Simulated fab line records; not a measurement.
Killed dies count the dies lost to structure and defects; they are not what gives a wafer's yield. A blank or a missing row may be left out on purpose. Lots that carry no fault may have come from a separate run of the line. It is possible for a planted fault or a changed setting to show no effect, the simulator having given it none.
The tool behind it: which one? + flow sky130 + 36 wafers from 12 lots sampled at 3 of the route's 708 steps

WHAT THE GAUGES READ, wafer by wafer
SKY_VIA1_THK_MEAS_01.
| lot  | measured     | on            | VIA1_HDPCVD_THK (nm) |
|------|--------------|---------------|----------------------|
| L352 | day 30 16:50 | film-metro-02 | 1021 1035 1033       |
| L353 | day 30 17:31 | film-metro-04 | 1008 1017 1022       |
| L356 | day 31 10:38 | film-metro-01 | 1031 1033 1037       |
| L358 | day 31 20:08 | film-metro-01 | 1017 1036 1021       |
| L361 | day 32 23:38 | film-metro-02 | 1022 1024 1019       |
| L365 | day 33 22:00 | film-metro-01 | 1041 1025 1029       |
| L372 | day 42 21:02 | film-metro-04 | 1019 1028 1037       |
| L370 | day 43 01:34 | film-metro-01 | 1000 1023 1012       |
| L371 | day 43 02:51 | film-metro-01 | 1029 1028 1023       |
| L373 | day 43 03:48 | film-metro-02 | 1026 1031 1010       |
| L374 | day 43 04:22 | film-metro-02 | 1018 1028 1013       |
| L375 | day 43 05:59 | film-metro-01 | 1035 1020 1022       |

SKY_VIA1_BOW_MEAS_03.
| lot  | measured     | on            | VIA1_BOW (um) |
|------|--------------|---------------|---------------|
| L352 | day 30 17:12 | film-metro-02 | 73 85 60      |
| L353 | day 30 17:53 | film-metro-02 | 78 80 74      |
| L356 | day 31 11:01 | film-metro-01 | 87 79 91      |
| L358 | day 31 20:29 | film-metro-02 | 98 81 92      |
| L361 | day 33 00:01 | film-metro-02 | 87 82 78      |
| L365 | day 33 22:22 | film-metro-02 | 78 79 68      |
| L372 | day 42 21:25 | film-metro-04 | 87 84 65      |
| L370 | day 43 01:56 | film-metro-01 | 72 80 86      |
| L371 | day 43 03:28 | film-metro-02 | 89 79 76      |
| L373 | day 43 04:40 | film-metro-04 | 73 91 78      |
| L374 | day 43 04:47 | film-metro-02 | 84 90 72      |
| L375 | day 43 06:21 | film-metro-04 | 72 95 76      |

WHICH TOOL RAN EACH LOT (tool, then ch and the chambers of the sampled wafers, then the start)
| lot  | SKY_METAL1_DESCUM_17              |
|------|-----------------------------------|
| L352 | rie-metal-02 ch 0,1, day 30 15:56 |
| L353 | rie-metal-04 ch 1, day 30 16:35   |
| L356 | rie-metal-02 ch 0,1, day 31 09:43 |
| L358 | rie-metal-03 ch 0,1, day 31 19:14 |
| L361 | rie-metal-04 ch 1, day 32 22:44   |
| L365 | rie-metal-03 ch 0,1, day 33 21:04 |
| L372 | rie-metal-03 ch 0,1, day 42 20:08 |
| L370 | rie-metal-02 ch 0,1, day 43 00:37 |
| L371 | rie-metal-04 ch 0, day 43 01:55   |
| L373 | rie-metal-03 ch 0,1, day 43 02:53 |
| L374 | rie-metal-04 ch 0,1, day 43 03:02 |
| L375 | rie-metal-03 ch 0, day 43 04:38   |
- SKY_METAL1_DESCUM_17: chemistry O2, time 8 s.

WHAT THE TOOLS THEMSELVES READ (means of the sampled wafers that have a number; where no wafer has one, the mark that the record gives instead)
SKY_METAL1_DESCUM_17.
| lot  | tool         | drypump-motor-current-A (A) | he-backside-leak-sccm (sccm) | oes-product-au (a.u.) |
|------|--------------|-----------------------------|------------------------------|-----------------------|
| L352 | rie-metal-02 | 6.2                         | 3.39                         | 1.003                 |
| L353 | rie-metal-04 | 5.6                         | 3.34                         | 1.013                 |
| L356 | rie-metal-02 | 6.3                         | 3.49                         | 0.997                 |
| L358 | rie-metal-03 | 5.3                         | 3.30                         | 0.995                 |
| L361 | rie-metal-04 | 5.7                         | 3.09                         | 1.014                 |
| L365 | rie-metal-03 | 5.4                         | 3.21                         | 1.002                 |
| L372 | rie-metal-03 | 5.4                         | 3.25                         | 0.990                 |
| L370 | rie-metal-02 | 6.2                         | 3.34                         | 0.997                 |
| L371 | rie-metal-04 | 6.5                         | 3.42                         | 0.987                 |
| L373 | rie-metal-03 | 5.4                         | 3.29                         | 0.996                 |
| L374 | rie-metal-04 | 6.2                         | 3.33                         | 0.996                 |
| L375 | rie-metal-03 | 5.1                         | 3.46                         | 0.988                 |

THE ANSWER, worked out from the rows above alone
Rule: what is usual is taken from the lots themselves. The widest of any qualifying gaps counts: lots, ordered by their means at a reading, are off when they make up no more than a third of the lots, leave a main group of 4 or more, and stand apart from it by 3 or more times the standard deviation of that group's means. If all means in a main group match to the digits the tables above print for the reading, that group is not used. A lot without any number at a reading at which 4 lots or more have one is off too. Where the step has rows for the other lots, those lots are counted as sound. First the gauges in route order, then the tools' own readings, where a lot's mean is used as printed above. The first step at which some lot is off is used, and at that step the reading that is off furthest; a lot without a number counts as furthest.
None of the lots is off at any reading shown; this tells nothing.

WHAT THE SIMULATOR HAD INSERTED
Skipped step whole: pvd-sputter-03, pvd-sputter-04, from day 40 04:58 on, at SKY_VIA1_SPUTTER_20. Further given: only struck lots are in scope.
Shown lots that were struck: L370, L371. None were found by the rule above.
